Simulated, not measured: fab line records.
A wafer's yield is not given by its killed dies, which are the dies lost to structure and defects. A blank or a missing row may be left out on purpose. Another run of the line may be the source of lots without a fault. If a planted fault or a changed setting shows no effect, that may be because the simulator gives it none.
fab line records ; flow sfq-line
record: lots: 14; wafers: 41; last-day: 77
route steps=325 shown JJ@179 M5@206
lots that met no fault: from a run of the same line without faults
start-h: start of the lot's first displayed wafer, in hours after the record's first day ; wait-h: hours elapsed since this lot's preceding step ; " unchanged from the row above ; L1.1+2: a row that stands for several wafers ; - no value, or no start given ; * or withheld: withheld ; < > ~ a bound
route shown NAME@n: NAME is a module with steps in the file, n the number in the route of the first one ; usual: mean/standard deviation of fault-free wafers ; same: alike in all rows ; chamber/n: place in a boat ; sites: per-site readings ; _std_site: the standard deviation of these ; _edge_site: the outer-site mean with the inner-site mean subtracted ; radius-mm: how far each site lies from the wafer's centre ; mask NAME#n: copy n ; behind: the last tool/chamber to shape the wafer ; hold: the reason the lot was held/the length of the hold in hours/how it ended ; device: the n, p or np transistor that did not switch ; end of line: tests run on the same wafers once the route is complete ; a step with no rows: only its recipe ; killed: dies that structure and defects cost at the first sort, which is not the same as the wafer's yield ; map: per-die view of a wafer (x killed, . not killed, _ where there is no die)
set.NAME: the run value of the setting; set.NAME@STEP: its run value at that earlier step ; model.NAME: the simulator's own value behind a step, which no gauge read
route steps across a sampled set of lots; one table per step, one row per wafer
services: a tool's chamber out of use, with start hour (start-h, from the record's first day; less than 0 if before it), hours out, and reason
== steps ==
step: SFQ_TRILAYER_JJ_TRILAYER_DEP_SPUTTER_109
recipe: material: Nb; base-pressure-pa: 1.33e-06; chamber-pressure-pa: 0.1333; substrate-temp-c: 20; target-thk-nm: 150; power-w: 2000; time-s: 100
usual: throttle-valve-pct: 29.9/0.79
lot.wafer;tool;chamber;start-h;wait-h;throttle-valve-pct
L118.2;pvd-sputter-04;-;932.57;0.0;29.8
L118.3;pvd-sputter-04;-;932.57;0.0;29.0
L118.5;pvd-sputter-04;-;932.57;0.0;29.4
L119.2;pvd-sputter-03;-;936.17;0.0;29.8
L119.4;pvd-sputter-03;-;936.17;0.0;29.9
L119.6;pvd-sputter-03;-;936.17;0.0;29.6
L120.1;pvd-sputter-06;-;938.57;0.0;29.4
L120.3;pvd-sputter-06;-;938.57;0.0;30.4
L120.6;pvd-sputter-06;-;938.57;0.0;30.6
L121.1;pvd-sputter-03;-;946.77;0.0;29.8
L121.2;pvd-sputter-03;-;946.77;0.0;29.3
L121.6;pvd-sputter-03;-;946.77;0.0;29.8
L122.1;pvd-sputter-04;-;958.77;0.0;31.4
L122.3;pvd-sputter-04;-;958.77;0.0;29.7
L122.5;pvd-sputter-04;-;958.77;0.0;29.4
L123.1;pvd-sputter-06;-;959.97;0.0;30.6
L123.2;pvd-sputter-06;-;959.97;0.0;29.0
L123.3;pvd-sputter-06;-;959.97;0.0;31.1
L124.2;pvd-sputter-04;-;971.04;0.0;31.7
L124.3;pvd-sputter-04;-;971.04;0.0;29.0
L124.5;pvd-sputter-04;-;971.04;0.0;29.9
L125.1;pvd-sputter-06;-;974.64;0.0;29.0
L125.2;pvd-sputter-06;-;974.64;0.0;29.3
L125.6;pvd-sputter-06;-;974.64;0.0;31.0
L131.2;pvd-sputter-06;-;1040.14;0.0;30.5
L131.4;pvd-sputter-06;-;1040.14;0.0;29.4
L134.2;pvd-sputter-06;-;1053.14;0.0;30.6
L134.3;pvd-sputter-06;-;1053.14;0.0;29.1
L134.4;pvd-sputter-06;-;1053.14;0.0;29.6
L135.3;pvd-sputter-06;-;1060.34;0.0;29.5
L135.5;pvd-sputter-06;-;1060.34;0.0;31.1
L135.6;pvd-sputter-06;-;1060.34;0.0;29.6
L138.2;pvd-sputter-03;-;1087.35;0.0;30.0
L138.3;pvd-sputter-03;-;1087.35;0.0;29.1
L138.5;pvd-sputter-03;-;1087.35;0.0;29.9
L139.1;pvd-sputter-04;-;1093.50;0.0;29.4
L139.4;pvd-sputter-04;-;1093.50;0.0;28.8
L139.5;pvd-sputter-04;-;1093.50;0.0;29.4
L141.2;pvd-sputter-03;-;1099.49;0.0;29.7
L141.5;pvd-sputter-03;-;1099.49;0.0;30.0
L141.6;pvd-sputter-03;-;1099.49;0.0;29.8
step: SFQ_TRILAYER_M5_ETCH_METAL_ETCH_126
recipe: target: Nb; stop-on: SiO2; mask-material: PR; over-etch-frac: 0.15; time-s: 203.2; chemistry: Cl2/BCl3; target-depth-nm: 265; icp-w: 600; bias-w: 80; pressure-mtorr: 10
usual: drypump-motor-current-A: 5.4/0.41; oes-product-au: 0.726/0.0062
lot.wafer;tool;chamber;start-h;wait-h;drypump-motor-current-A;oes-product-au;rf-hours-counter-h
L118.2;rie-metal-01;0;1083.57;0.1;5.0;0.723;-
L118.3;rie-metal-01;0;1083.57;0.1;5.0;0.730;-
L118.5;rie-metal-01;0;1083.57;0.1;5.0;0.722;-
L119.2;rie-metal-01;0;1087.17;0.1;5.0;0.731;-
L119.4;rie-metal-01;0;1087.17;0.1;5.0;0.732;-
L119.6;rie-metal-01;0;1087.17;0.1;5.0;0.740;-
L120.1;rie-metal-01;0;1090.25;0.1;5.0;0.719;14
L120.3;rie-metal-01;0;1090.25;0.1;5.0;0.728;-
L120.6;rie-metal-01;0;1090.25;0.1;5.0;0.722;-
L121.1;rie-metal-04;0;1096.19;0.0;6.0;0.715;102
L121.2;rie-metal-04;1;1096.19;0.0;5.8;0.725;85
L121.6;rie-metal-04;1;1096.19;0.0;5.8;0.721;-
L122.1;rie-metal-03;1;1111.59;0.0;5.3;0.732;97
L122.3;rie-metal-03;0;1111.59;0.0;5.1;0.730;-
L122.5;rie-metal-03;1;1111.59;0.0;5.3;0.736;-
L123.1;rie-metal-04;1;1112.79;0.0;5.8;0.723;88
L123.2;rie-metal-04;0;1112.79;0.0;6.0;0.729;105
L123.3;rie-metal-04;0;1112.79;0.0;6.0;0.720;-
L124.2;rie-metal-04;0;1121.19;0.0;6.0;0.734;107
L124.3;rie-metal-04;0;1121.19;0.0;6.0;0.725;-
L124.5;rie-metal-04;1;1121.19;0.0;5.8;0.740;-
L125.1;rie-metal-01;0;1125.99;0.0;5.0;0.723;22
L125.2;rie-metal-01;1;1125.99;0.0;5.8;0.729;7
L125.6;rie-metal-01;1;1125.99;0.0;5.9;0.719;-
L131.2;rie-metal-04;1;1174.09;0.0;5.8;0.913;101
L131.4;rie-metal-04;1;1174.09;0.0;5.8;0.728;-
L134.2;rie-metal-03;0;1188.49;0.0;5.1;0.894;121
L134.3;rie-metal-03;0;1188.49;0.0;5.1;0.719;-
L134.4;rie-metal-03;1;1188.49;0.0;5.3;0.721;-
L135.3;rie-metal-04;1;1196.96;0.1;5.8;0.733;-
L135.5;rie-metal-04;0;1196.96;0.1;6.0;0.730;-
L135.6;rie-metal-04;1;1196.96;0.1;5.8;0.910;-
L138.2;rie-metal-03;1;1212.54;0.1;5.3;0.719;116
L138.3;rie-metal-03;1;1212.54;0.1;5.3;0.729;-
L138.5;rie-metal-03;1;1212.54;0.1;5.3;0.733;-
L139.1;rie-metal-04;1;1222.09;0.0;5.8;0.733;111
L139.4;rie-metal-04;0;1222.09;0.0;6.0;0.735;-
L139.5;rie-metal-04;1;1222.09;0.0;5.8;0.733;-
L141.2;rie-metal-03;0;1229.29;0.0;5.1;0.720;129
L141.5;rie-metal-03;1;1229.29;0.0;5.3;0.718;-
L141.6;rie-metal-03;0;1229.29;0.0;5.1;0.725;-
== services ==
tool;chamber;start-h;hours;kind
pvd-sputter-06;-;914.01;2.9;repair
pvd-sputter-03;-;932.82;2.5;repair
rie-metal-03;-;938.81;14.6;pm
rie-metal-01;0;996.01;-;clean
rie-metal-01;0;996.01;-;consumable-replace:focus-ring
rie-metal-01;0;996.01;19.6;scheduled-down
rie-metal-01;0;996.01;19.6;vent-cycle
rie-metal-03;0;1007.35;4.8;repair
pvd-sputter-04;0;1020.90;-;consumable-replace:kit
pvd-sputter-04;0;1020.90;18.0;scheduled-down
pvd-sputter-04;0;1020.90;18.0;vent-cycle
pvd-sputter-03;-;1042.44;0.5;repair
rie-metal-01;1;1080.01;-;clean
rie-metal-01;1;1080.01;-;consumable-replace:focus-ring
pvd-sputter-04;-;1101.36;3.4;repair
pvd-sputter-06;1;1104.59;-;consumable-replace:kit
pvd-sputter-06;1;1104.59;18.0;scheduled-down
pvd-sputter-06;1;1104.59;18.0;vent-cycle
pvd-sputter-04;-;1156.41;3.6;repair
rie-metal-03;1;1162.17;7.6;repair
rie-metal-03;0;1173.82;10.9;repair
pvd-sputter-06;-;1178.60;8.1;repair
pvd-sputter-03;-;1178.68;3.0;repair
pvd-sputter-03;-;1215.74;0.7;repair
== key ==
first-sign: step: SFQ_TRILAYER_M5_ETCH_METAL_ETCH_126; reading: oes-product-au; direction: up; sigmas: 29; usual: 0.726; struck: 0.906
effect none on later readings
met-at SFQ_TRILAYER_JJ_TRILAYER_DEP_SPUTTER_109
struck-lots L131,L134,L135
struck-wafers L131.2,L134.2,L135.6
onset-between 974.64 1040.14
fault: kind: process-parameter-drift; tool: pvd-sputter-06; chamber: -; onset-h: 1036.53; steps: SFQ_TRILAYER_JJ_TRILAYER_DEP_SPUTTER_109; channel: time-s; offset: *; shape: step; end-h: 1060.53; scope: struck-wafers-only; acts-in: *; stated: *
